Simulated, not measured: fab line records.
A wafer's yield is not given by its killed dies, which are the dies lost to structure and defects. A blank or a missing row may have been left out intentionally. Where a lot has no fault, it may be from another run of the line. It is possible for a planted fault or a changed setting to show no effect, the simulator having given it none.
Comparing a struck lot with a sound one + flow sfq-line + 14 out of 325 route steps
Sound: wafers L108.2, L108.4, L108.6. Struck: wafers L121.1, L121.2. (L121.4 of the same lot was not struck and is left out.) The cause comes at the end.
For every step that has rows: the tool of each side, followed by ch and its chambers, followed by its first start. Under that, the readings that differ: sound wafers + struck wafers + difference of the means + sigmas: that difference in standard deviations of wafers without a fault.
alike: a reading whose means differ by less than 2 such deviations, as well as words and numbers matching on both sides. not compared: withheld readings; readings where some wafer has no value; bounds like >300 that might hide an equal value; numbers whose values overlap and for which the record gives no deviation.
A row with sigmas, a row that says differs or no value, or rows on one side alone: a step with any of these is where the two part. When numbers do not overlap yet have no deviation, they are printed without sigmas and do not part them. Lack of a reading on every wafer of one side parts them only where that side has two or more wafers.

first, 2 steps without rows for these wafers: SFQ_TRILAYER_C5_STRIP_SOLV_CLEAN_156 (cleans in NMP, time 600 s); SFQ_TRILAYER_M6_DEP_PRE_CLEAN_158 (time 22.5 s).
SFQ_TRILAYER_M6_DEP_SPUTTER_157: material Nb, target thk 200 nm, time 133.3 s.
  struck on pvd-sputter-05, day 62 20:10; sound on pvd-sputter-03, day 59 01:37
  alike: throttle-valve-pct
SFQ_M6_RS_MEAS_938: a four-point-probe measurement.
  struck on film-metro-04, day 62 20:15; sound on film-metro-04, day 59 01:43
  alike: M6_NB_RS
then, 6 steps without rows for these wafers: SFQ_TRILAYER_M6_LITHO_COAT_164 (resist thk 62 nm); SFQ_TRILAYER_M6_LITHO_COAT_159 (resist thk 600 nm); SFQ_TRILAYER_M6_LITHO_SOFTBAKE_163; SFQ_TRILAYER_M6_LITHO_EXPOSE_160 (exposes mask M6, target cd 500 nm); SFQ_TRILAYER_M6_LITHO_PEB_162 (peb time 60 s); SFQ_TRILAYER_M6_LITHO_DEVELOP_161 (time 60 s).
SFQ_M6_OVL_MEAS_940:
  struck on overlay-01, day 63 17:20; sound on overlay-01, day 60 11:58
  alike: M6_OVL
SFQ_TRILAYER_M6_BARC_OPEN_METAL_ETCH_206: etches BARC in O2, target depth 125 nm, time 41.7 s.
  sound on rie-metal-01 ch 0, day 60 12:01; struck on rie-metal-01 ch 0,1, day 63 17:22
| reading                                             | sound             | struck      | difference                    | sigmas |
|-----------------------------------------------------|-------------------|-------------|-------------------------------|--------|
| oes-product-au (a.u.)                               | 0.691 0.679 0.685 | 0.879 0.884 | +0.196                        | +42    |
| rf-fwd-power-W (W)                                  | 595.2 594.0 593.6 | - -         | no value on the struck wafers |        |
| rf-hours-counter-h (h)                              | - - -             | 90 82       | no value on the sound wafers  |        |
| run-length-s (s)                                    | 70.1 70.2 69.8    | 58.9 58.4   | -11.4                         | -34    |
| model.KrF_of_TRILAYER_M6_LITHO_COAT_159.thk-nm (nm) | 521.8 521.3 521.8 | 538 539.2   | +17                           |        |
  alike: drypump-motor-current-A
SFQ_TRILAYER_M6_ETCH_METAL_ETCH_162: etches Nb in Cl2/Ar, stops on SiO2, target depth 240 nm, time 120 s.
  sound on rie-metal-01 ch 0, day 60 12:10; struck on rie-metal-01 ch 0,1, day 63 17:26
| reading                                             | sound             | struck      | difference                   | sigmas |
|-----------------------------------------------------|-------------------|-------------|------------------------------|--------|
| rf-hours-counter-h (h)                              | - - -             | 90 82       | no value on the sound wafers |        |
| model.KrF_of_TRILAYER_M6_LITHO_COAT_159.thk-nm (nm) | 380.8 380.7 381.1 | 399.8 400.8 | +19.4                        |        |
  alike: drypump-motor-current-A, oes-product-au, rf-fwd-power-W, run-length-s
SFQ_TRILAYER_M6_STRIP_STRIP_163: strips in O2.
  sound on rie-metal-01 ch 0, day 60 12:34; struck on rie-metal-01 ch 0,1, day 63 17:33
| reading                | sound | struck | difference                   | sigmas |
|------------------------|-------|--------|------------------------------|--------|
| rf-hours-counter-h (h) | - - - | 90 82  | no value on the sound wafers |        |
  alike: drypump-motor-current-A, oes-product-au, platen-temp-c

## WHERE THEY PART
Last at SFQ_TRILAYER_M6_STRIP_STRIP_163 as far as this record goes, first at SFQ_TRILAYER_M6_BARC_OPEN_METAL_ETCH_206.

WHY: what the simulator had put in
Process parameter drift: rie-metal-01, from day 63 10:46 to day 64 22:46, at SFQ_TRILAYER_M6_BARC_OPEN_METAL_ETCH_206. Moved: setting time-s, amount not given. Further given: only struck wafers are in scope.
